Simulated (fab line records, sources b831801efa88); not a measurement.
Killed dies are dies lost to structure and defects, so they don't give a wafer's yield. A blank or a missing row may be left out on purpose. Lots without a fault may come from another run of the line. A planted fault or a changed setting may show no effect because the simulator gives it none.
One fault seen from 2 desks | flow sky130 | each desk has only its own numbers; what lay behind them comes last

THE TOOL OWNER'S DESK: pvd_sputter-02
The tool's own readings at SKY_CAPM_SPUTTER_02 (material TiN, target thk 200 nm, time 166.7 s): means of the sampled wafers that have a number, for each lot that ran on this tool. A lot is out of limits, marked OUT, if its mean lies more than 4 standard deviations from the usual mean; the brackets give that distance.
Columns: A = throttle_valve_pct at SKY_CAPM_SPUTTER_02, usual 30.2 %
lot  | first seen here | A
L667 | day 37 18:23    | 29.6
L677 | day 40 14:50    | 30.3
L687 | day 43 15:19    | 30.3
L688 | day 43 17:34    | 30.9
L689 | day 43 22:44    | 29.8
This desk's finding: nothing out of limits on any of the 5 lots.

THE METROLOGY DESK
What the gauges read, lot by lot, whatever tool the lot ran on: means of the sampled wafers that have a number. A lot is out of limits, marked OUT, if its mean lies more than 4 standard deviations from the usual mean; the brackets give that distance.
Columns: A = CAPM_TIN_THK at SKY_CAPM_THK_MEAS_04, usual 201.1 nm; B = CAPM_OVL at SKY_CAPM_OVL_MEAS_12, usual 0.9 nm
lot  | first seen here | A     | B
L667 | day 37 18:37    | 202.6 | 0.2
L666 | day 37 18:41    | 198.7 | 0.9
L668 | day 38 06:21    | 199.0 | 0.6
L677 | day 40 15:06    | 206.0 | 2.8
L678 | day 41 10:07    | 201.3 | 0.9
L679 | day 41 10:24    | 199.7 | 1.4
L683 | day 42 08:59    | 196.6 | 2.1
L685 | day 42 21:58    | 202.0 | 1.2
L687 | day 43 15:32    | 198.9 | 0.4
L688 | day 43 17:49    | 203.2 | -1.4
L689 | day 43 22:56    | 200.8 | -0.3
This desk's finding: nothing out of limits on any of the 11 lots.

PUT TOGETHER
The tool owner's desk saw nothing out of limits.
The metrology desk saw nothing out of limits.

WHAT THE SIMULATOR HAD PUT IN
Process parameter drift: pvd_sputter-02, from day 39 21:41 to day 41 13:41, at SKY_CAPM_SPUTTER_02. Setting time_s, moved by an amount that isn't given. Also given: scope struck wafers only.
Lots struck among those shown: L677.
